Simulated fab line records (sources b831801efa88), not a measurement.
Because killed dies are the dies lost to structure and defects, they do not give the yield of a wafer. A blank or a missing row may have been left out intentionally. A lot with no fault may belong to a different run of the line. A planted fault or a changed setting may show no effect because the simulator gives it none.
Which tool is to blame?	flow sky130	13 lots with 39 wafers sampled at 4 steps, on a route of 708 steps

WHAT EACH GAUGE READ, for each wafer
SKY_VT_ADJUST_LVTN_OVL_MEAS_18. Usual: for VT_ADJUST_LVTN_01_OVL the level is 0.0 nm and the standard deviation is 1.7.
lot	measured	on	VT_ADJUST_LVTN_01_OVL (nm)	flag
L382	day 7 08:14	overlay-01	-1.8 0.8 -1.7	
L383	day 8 02:23	overlay-02	-2.5 -1.9 -3.2	
L384	day 8 17:56	overlay-01	2.1 0.9 0.3	
L385	day 8 21:20	overlay-02	-0.7 2.4 0.6	
L386	day 8 20:55	overlay-01	1.5 1.9 0.2	
L387	day 9 10:41	overlay-02	-1.9 -1.2 -1.4	
L388	day 10 00:05	overlay-01	0.0 0.4 -0.1	
L393	day 11 04:09	overlay-01	1.7 4.0 -0.6	
L395	day 11 10:44	overlay-02	0.2 0.7 0.8	
L401	day 12 23:21	overlay-02	0.1 1.5 -1.3	
L403	day 13 16:20	overlay-01	-0.4 2.8 0.0	
L404	day 14 00:11	overlay-01	0.5 0.2 2.0	
L405	day 14 15:20	overlay-02	-3.8 -0.4 1.0	

SKY_SONOS_TUNNEL_CD_MEAS_07: the cd target is 410 nm. Usual: cd-nm at 409.6 nm, with a standard deviation of 2.2.
lot	measured	on	cd-nm (nm)	flag
L382	day 10 20:29	cd-sem-01	410.2 409.2 409.9	
L383	day 11 18:29	cd-sem-01	408.4 403.7 405.8	
L384	day 12 13:29	cd-sem-01	410.6 410.7 411.3	
L385	day 12 17:30	cd-sem-01	408.5 408.4 408.5	
L386	day 12 16:48	cd-sem-01	410.3 410.6 410.3	
L387	day 13 09:59	cd-sem-02	410.4 408.0 406.2	
L388	day 14 00:30	cd-sem-01	412.2 410.9 413.4	
L393	day 15 11:00	cd-sem-02	408.9 408.1 405.9	
L395	day 15 18:56	cd-sem-02	412.4 411.7 410.0	
L401	day 17 11:50	cd-sem-01	410.4 409.0 408.8	
L403	day 18 06:40	cd-sem-01	410.8 410.6 410.3	
L404	day 18 18:17	cd-sem-01	411.5 410.6 410.7	
L405	day 19 09:33	cd-sem-01	407.8 406.0 406.0	

EACH LOT AND THE TOOL THAT RAN IT (in order: tool; ch and the chambers of the sampled wafers; start)
lot	SKY_FIELD_ISO_ETCH_14	SKY_NWELL_STRIP_14
L382	rie-diel-03 ch 0,1,2, day 2 04:30	plasma-asher-02 ch 0,1, day 4 07:46
L383	rie-diel-03 ch 0,1,3, day 2 10:00	plasma-asher-01 ch 0,1, day 4 22:39
L384	rie-diel-03 ch 2,3, day 2 15:52	plasma-asher-01 ch 0,1, day 5 12:20
L385	rie-diel-01 ch 0,3, day 2 21:00	plasma-asher-02 ch 1, day 5 15:54
L386	rie-diel-03 ch 2,3, day 3 00:54	plasma-asher-01 ch 0,1, day 5 15:35
L387	rie-diel-01 ch 1,3, day 3 07:50	plasma-asher-01 ch 0,1, day 6 02:46
L388	rie-diel-02 ch 0,1,2, day 3 13:36	plasma-asher-01 ch 1, day 6 13:41
L393	rie-diel-03 ch 2,3, day 4 21:45	plasma-asher-01 ch 0,1, day 7 14:11
L395	rie-diel-02 ch 0,1,3, day 5 03:21	plasma-asher-01 ch 0,1, day 7 20:01
L401	rie-diel-03 ch 0,1,3, day 6 06:46	plasma-asher-02 ch 0,1, day 9 01:41
L403	rie-diel-03 ch 1,2, day 6 20:34	plasma-asher-04 ch 0,1, day 9 16:33
L404	rie-diel-03 ch 0,2, day 6 22:46	plasma-asher-04 ch 0, day 9 22:45
L405	rie-diel-03 ch 0,2,3, day 7 06:51	plasma-asher-02 ch 0,1, day 10 11:25
- SKY_FIELD_ISO_ETCH_14: etches BARC in N2/H2, stops on SiO2, time 45.9 s, target depth 60 nm.
- SKY_NWELL_STRIP_14: strips in O2/N2.

AS READ BY THE TOOLS THEMSELVES (means over the sampled wafers that have a number; for cases with no such wafer, the mark the record gives instead)
SKY_FIELD_ISO_ETCH_14. Usual: drypump-motor-current-A 5.7 A, standard deviation 0.51; oes-product-au 0.855 a.u., standard deviation 0.0051; throttle-valve-pct 13.225 %, standard deviation 0.009.
lot	tool	drypump-motor-current-A (A)	oes-product-au (a.u.)	throttle-valve-pct (%)	flag
L382	rie-diel-03	5.7	0.850	13.224	
L383	rie-diel-03	5.9	0.861	13.232	
L384	rie-diel-03	5.9	0.853	13.221	
L385	rie-diel-01	6.0	0.856	13.217	
L386	rie-diel-03	6.1	0.853	13.213	
L387	rie-diel-01	6.0	0.854	13.221	
L388	rie-diel-02	4.8	0.852	13.227	
L393	rie-diel-03	6.1	0.862	13.220	
L395	rie-diel-02	5.1	0.856	13.235	
L401	rie-diel-03	5.8	0.860	13.223	
L403	rie-diel-03	5.8	0.857	13.227	
L404	rie-diel-03	5.7	0.853	13.225	
L405	rie-diel-03	5.8	0.854	13.217	

SKY_NWELL_STRIP_14. Usual: chamber-pressure-mTorr 1499.9 mTorr, standard deviation 1.5; drypump-motor-current-A 5.5 A, standard deviation 0.45; oes-product-au 0.723 a.u., standard deviation 0.0044; strip-time-to-endpoint-s 36.90 s, standard deviation 0.086.
lot	tool	chamber-pressure-mTorr (mTorr)	drypump-motor-current-A (A)	oes-product-au (a.u.)	strip-time-to-endpoint-s (s)	flag
L382	plasma-asher-02	1500.7	5.2	0.724	36.99	
L383	plasma-asher-01	1499.9	5.5	0.724	36.94	
L384	plasma-asher-01	1500.9	5.5	0.723	36.94	
L385	plasma-asher-02	1500.4	5.4	0.717	36.90	
L386	plasma-asher-01	1499.8	5.2	0.728	36.85	
L387	plasma-asher-01	1499.1	5.2	0.724	37.02	
L388	plasma-asher-01	1502.3	5.0	0.719	36.92	
L393	plasma-asher-01	1199.1	5.5	0.685	39.83	OFF
L395	plasma-asher-01	1199.7	5.4	0.692	39.75	OFF
L401	plasma-asher-02	1499.0	5.2	0.720	36.84	
L403	plasma-asher-04	1500.1	6.1	0.728	36.91	
L404	plasma-asher-04	1501.5	6.1	0.720	36.93	
L405	plasma-asher-02	1500.7	5.2	0.720	36.92	

THE ANSWER, worked out from the rows above alone
Rule: a lot is off if the mean of its wafers that have a number lies more than 3 standard deviations from the usual mean. Also off: a lot with no number at a reading for which 4 or more lots have one. The other lots that the step has rows for count as sound. First the gauges in route order, then the tools' own readings, where a lot's mean is used as printed above. The first step at which some lot is off is used, and at that step the reading that is off furthest; a lot without a number counts as furthest.
Off: L393, L395, at SKY_NWELL_STRIP_14 (chamber-pressure-mTorr).
A tool fits if, at that step or a process step before it, it ran every lot that is off, and no sound lot after the first of them. One candidate fits, namely plasma-asher-01 at SKY_NWELL_STRIP_14. A fault onset in the window from L388 (day 6 13:41, its last sound lot) to L393 (day 7 14:11, its first lot off) fits.
The tool's own readings at SKY_NWELL_STRIP_14 bear it out: on the lots that are off they differ by more than 5 times the standard deviation of the sound lots' means. chamber-pressure-mTorr reads 1199.4 mTorr there against 1500.4 mTorr on the sound lots; oes-product-au reads 0.689 a.u. there against 0.722 a.u. on the sound lots; strip-time-to-endpoint-s reads 39.79 s there against 36.92 s on the sound lots.

WHAT WAS PUT IN BY THE SIMULATOR
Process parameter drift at SKY_NWELL_STRIP_14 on plasma-asher-01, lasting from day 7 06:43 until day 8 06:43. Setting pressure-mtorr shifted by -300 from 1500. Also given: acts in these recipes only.
Lots struck among those shown: L393, L395. The same result came from the rule above.
